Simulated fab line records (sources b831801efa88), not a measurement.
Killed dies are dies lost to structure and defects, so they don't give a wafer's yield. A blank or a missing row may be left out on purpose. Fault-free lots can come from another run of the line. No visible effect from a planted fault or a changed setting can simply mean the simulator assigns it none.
Which tool was responsible? ; flow sky130 ; 72 wafers from 24 lots sampled at 4 of the route's 708 steps

## WHAT THE GAUGES SHOWED, per wafer
SKY_CAP2M_RS_MEAS_03: uses a four-point probe to measure.
lot;measured;on;CAP2M_TIN_RS (ohm/sq)
L074;day 39 12:12;film-metro-01;6.85 6.95 6.88
L075;day 40 00:45;film-metro-01;6.79 6.86 6.86
L076;day 40 06:11;film-metro-04;6.82 6.85 6.84
L077;day 40 12:02;film-metro-01;6.98 6.98 6.95
L078;day 41 03:30;film-metro-04;6.94 6.89 6.83
L079;day 41 07:52;film-metro-04;7.04 7.05 6.95
L080;day 41 11:29;film-metro-04;6.80 6.78 6.76
L081;day 41 23:38;film-metro-04;6.96 6.85 6.87
L082;day 42 01:18;film-metro-04;7.07 7.08 7.11
L083;day 42 06:40;film-metro-04;7.07 7.09 6.99
L084;day 42 20:07;film-metro-03;6.93 6.98 7.01
L085;day 42 22:39;film-metro-01;7.00 6.97 7.02
L086;day 43 08:18;film-metro-04;7.08 6.97 6.98
L087;day 43 11:15;film-metro-01;6.85 6.89 6.87
L088;day 43 14:36;film-metro-04;7.04 6.95 7.01
L089;day 43 22:31;film-metro-04;6.90 6.98 6.97
L090;day 44 08:49;film-metro-04;7.00 6.99 6.97
L091;day 44 20:25;film-metro-04;6.93 6.95 6.95
L092;day 45 04:29;film-metro-03;6.98 7.08 7.05
L093;day 45 07:38;film-metro-04;7.02 7.00 7.08
L094;day 45 09:46;film-metro-01;6.99 6.97 6.91
L095;day 45 11:34;film-metro-03;6.90 6.87 6.84
L096;day 45 15:01;film-metro-03;6.86 6.93 6.84
L097;day 45 17:47;film-metro-03;6.87 6.88 6.84

## WHICH TOOL RAN EACH LOT (tool, then ch and the chambers of the sampled wafers, then the start)
lot;SKY_METAL1_DESCUM_17;SKY_METAL3_DESCUM_15;SKY_VIA3_CMP_24
L074;rie-metal-01 ch 0,1, day 32 15:19;rie-metal-04 ch 0,1, day 38 07:55;cmp-02 ch 1,2, day 39 11:31
L075;rie-metal-02 ch 0,1, day 33 03:45;rie-metal-04 ch 0,1, day 38 20:21;cmp-01 ch 0,1,2, day 40 00:08
L076;rie-metal-03 ch 0,1, day 33 08:16;rie-metal-04 ch 0,1, day 39 02:37;cmp-02 ch 0,1,2, day 40 05:39
L077;rie-metal-02 ch 0, day 33 16:10;rie-metal-04 ch 0, day 39 07:52;cmp-02 ch 0,1,3, day 40 11:20
L078;rie-metal-03 ch 0,1, day 34 08:57;rie-metal-04 ch 0,1, day 40 00:29;cmp-01 ch 0,1,2, day 41 02:52
L079;rie-metal-01 ch 0,1, day 34 14:46;rie-metal-04 ch 0,1, day 40 04:30;cmp-02 ch 2,3, day 41 07:16
L080;rie-metal-03 ch 0,1, day 34 17:19;rie-metal-03 ch 0,1, day 40 08:16;cmp-01 ch 0,1,2, day 41 10:56
L081;rie-metal-01 ch 1, day 35 07:03;rie-metal-04 ch 0,1, day 40 20:37;cmp-02 ch 0,2,3, day 41 23:04
L082;rie-metal-02 ch 0,1, day 35 09:01;rie-metal-03 ch 1, day 40 21:40;cmp-01 ch 0,1,3, day 42 00:37
L083;rie-metal-01 ch 0,1, day 35 14:01;rie-metal-03 ch 0,1, day 41 02:33;cmp-01 ch 1,2,3, day 42 06:07
L084;rie-metal-02 ch 0,1, day 36 07:57;rie-metal-03 ch 1, day 41 17:24;cmp-02 ch 1,2, day 42 19:26
L085;rie-metal-01 ch 0,1, day 36 09:06;rie-metal-03 ch 0,1, day 41 20:11;cmp-02 ch 0,1, day 42 22:01
L086;rie-metal-02 ch 0,1, day 36 18:12;rie-metal-02 ch 1, day 42 05:16;cmp-02 ch 1,2, day 43 07:40
L087;rie-metal-01 ch 0,1, day 36 23:13;rie-metal-03 ch 0,1, day 42 08:41;cmp-02 ch 0,2,3, day 43 10:38
L088;rie-metal-03 ch 0,1, day 37 01:19;rie-metal-04 ch 0,1, day 42 11:49;cmp-02 ch 1,2, day 43 13:58
L089;rie-metal-03 ch 0,1, day 37 12:04;rie-metal-02 ch 0,1, day 42 19:33;cmp-02 ch 0,1,2, day 43 21:59
L090;rie-metal-01 ch 0,1, day 37 20:30;rie-metal-02 ch 0, day 43 06:10;cmp-02 ch 0,2,3, day 44 08:13
L091;rie-metal-03 ch 0,1, day 38 11:40;rie-metal-02 ch 0,1, day 43 18:43;cmp-02 ch 0,1,2, day 44 19:46
L092;rie-metal-01 ch 1, day 38 20:46;rie-metal-02 ch 0,1, day 44 03:05;cmp-02 ch 1,2, day 45 03:49
L093;rie-metal-03 ch 0,1, day 38 22:54;rie-metal-03 ch 0,1, day 44 06:17;cmp-02 ch 1,3, day 45 07:02
L094;rie-metal-03 ch 0,1, day 39 02:34;rie-metal-03 ch 0, day 44 08:33;cmp-02 ch 1,2,3, day 45 09:10
L095;rie-metal-01 ch 1, day 39 02:55;rie-metal-03 ch 0,1, day 44 09:12;cmp-02 ch 0,1, day 45 10:55
L096;rie-metal-03 ch 0,1, day 39 07:00;rie-metal-04 ch 0,1, day 44 13:27;cmp-01 ch 0,1,3, day 45 14:22
L097;rie-metal-02 ch 0,1, day 39 13:22;rie-metal-04 ch 0,1, day 44 16:57;cmp-01 ch 0,1,3, day 45 17:16
- SKY_METAL1_DESCUM_17: chemistry O2, time 8 s.
- SKY_METAL3_DESCUM_15: chemistry O2, time 8 s.
- SKY_VIA3_CMP_24: polishes, stops on SiO2, t overpolish 20 s, target thk 0 nm.

## WHAT THE TOOLS THEMSELVES READ (means of the sampled wafers that have a number; where no wafer has one, the mark that the record gives instead)
SKY_METAL1_DESCUM_17.
lot;tool;drypump-motor-current-A (A);oes-product-au (a.u.);rf-fwd-power-W (W)
L074;rie-metal-01;6.3;0.997;147.3
L075;rie-metal-02;5.7;0.997;148.2
L076;rie-metal-03;5.1;1.008;147.6
L077;rie-metal-02;5.5;1.009;148.1
L078;rie-metal-03;5.1;1.006;147.7
L079;rie-metal-01;6.4;0.992;147.2
L080;rie-metal-03;5.1;1.009;147.2
L081;rie-metal-01;6.6;0.996;147.2
L082;rie-metal-02;5.8;1.003;148.1
L083;rie-metal-01;6.3;0.996;147.8
L084;rie-metal-02;5.9;1.002;148.2
L085;rie-metal-01;6.4;1.001;147.4
L086;rie-metal-02;5.7;1.000;147.7
L087;rie-metal-01;6.3;0.999;147.5
L088;rie-metal-03;5.1;1.009;147.7
L089;rie-metal-03;5.1;1.006;147.1
L090;rie-metal-01;6.4;1.001;147.3
L091;rie-metal-03;5.1;1.003;147.6
L092;rie-metal-01;6.6;1.003;147.0
L093;rie-metal-03;5.1;1.008;147.7
L094;rie-metal-03;5.1;1.012;147.4
L095;rie-metal-01;6.6;0.990;147.2
L096;rie-metal-03;5.1;1.001;147.5
L097;rie-metal-02;5.9;1.007;147.4

SKY_METAL3_DESCUM_15.
lot;tool;drypump-motor-current-A (A);oes-product-au (a.u.);rf-fwd-power-W (W)
L074;rie-metal-04;5.9;1.000;146.8
L075;rie-metal-04;6.1;1.003;146.7
L076;rie-metal-04;6.1;1.000;147.6
L077;rie-metal-04;6.3;1.005;147.9
L078;rie-metal-04;6.1;0.998;147.3
L079;rie-metal-04;5.9;1.003;146.6
L080;rie-metal-03;5.1;1.011;147.2
L081;rie-metal-04;5.9;1.004;147.0
L082;rie-metal-03;5.0;1.013;147.3
L083;rie-metal-03;5.1;1.009;147.4
L084;rie-metal-03;5.0;1.005;146.9
L085;rie-metal-03;5.1;1.010;147.3
L086;rie-metal-02;6.1;0.997;147.8
L087;rie-metal-03;5.1;1.005;147.3
L088;rie-metal-04;6.1;1.001;147.6
L089;rie-metal-02;5.9;0.997;148.1
L090;rie-metal-02;5.6;1.005;147.6
L091;rie-metal-02;5.7;0.999;148.0
L092;rie-metal-02;5.8;1.004;147.9
L093;rie-metal-03;5.1;1.010;147.5
L094;rie-metal-03;5.2;1.009;147.4
L095;rie-metal-03;5.1;1.015;147.3
L096;rie-metal-04;5.9;1.004;147.4
L097;rie-metal-04;6.1;1.010;147.3

SKY_VIA3_CMP_24.
lot;tool;motor-current-A (A);overpolish-run-s (s);platen-rpm (rpm);retaining-ring-pressure-frac;time-to-endpoint-s (s)
L074;cmp-02;11.8;19.995;60.02;1.000;95.2
L075;cmp-01;10.7;19.996;59.94;0.997;93.1
L076;cmp-02;10.2;20.002;59.95;0.999;96.8
L077;cmp-02;10.0;20.007;60.00;0.999;93.1
L078;cmp-01;10.6;19.996;60.00;0.997;92.6
L079;cmp-02;11.2;20.000;60.00;1.001;94.5
L080;cmp-01;10.5;19.999;60.01;0.996;93.4
L081;cmp-02;10.2;20.003;60.03;1.001;95.2
L082;cmp-01;9.6;19.995;59.97;1.002;94.9
L083;cmp-01;10.7;19.997;60.02;1.002;90.6
L084;cmp-02;11.6;20.001;60.05;0.998;95.1
L085;cmp-02;9.1;19.998;60.02;1.005;94.2
L086;cmp-02;12.1;20.003;60.04;1.001;95.9
L087;cmp-02;10.4;20.001;60.01;1.004;95.1
L088;cmp-02;12.0;20.000;60.05;1.001;93.8
L089;cmp-02;10.6;20.008;59.98;1.002;96.8
L090;cmp-02;10.4;20.005;59.99;0.998;93.9
L091;cmp-02;10.6;19.995;60.06;0.999;93.7
L092;cmp-02;11.4;19.996;60.02;0.998;97.8
L093;cmp-02;10.7;20.004;60.01;1.007;97.1
L094;cmp-02;10.8;19.997;59.95;0.994;97.0
L095;cmp-02;9.9;20.001;59.97;0.994;94.1
L096;cmp-01;9.8;20.005;60.06;1.001;95.4
L097;cmp-01;9.8;20.005;59.98;1.000;92.0

## THE ANSWER, worked out from the rows above alone
Rule: usual is defined by the lots themselves. Put in order of their means at a reading, lots are off if they are a third of the lots or fewer, leave a main group of 4 or more, and stand apart from it by a gap of 3 or more times the standard deviation of the main group's means; of several such gaps the widest counts. Not used: any main group whose means are identical at the precision the tables above print for the reading. A lot without any number at a reading at which 4 lots or more have one is off too. All remaining lots with rows at the step are treated as sound. After the gauges, taken in route order, come the tools' own readings; for these a lot's mean is taken, as printed above. The first step at which some lot is off is used, and at that step the reading that is off furthest; a lot without a number counts as furthest.
Across all readings shown, no lot is off: no conclusion can be drawn from this.

## WHAT THE SIMULATOR HAD INSERTED
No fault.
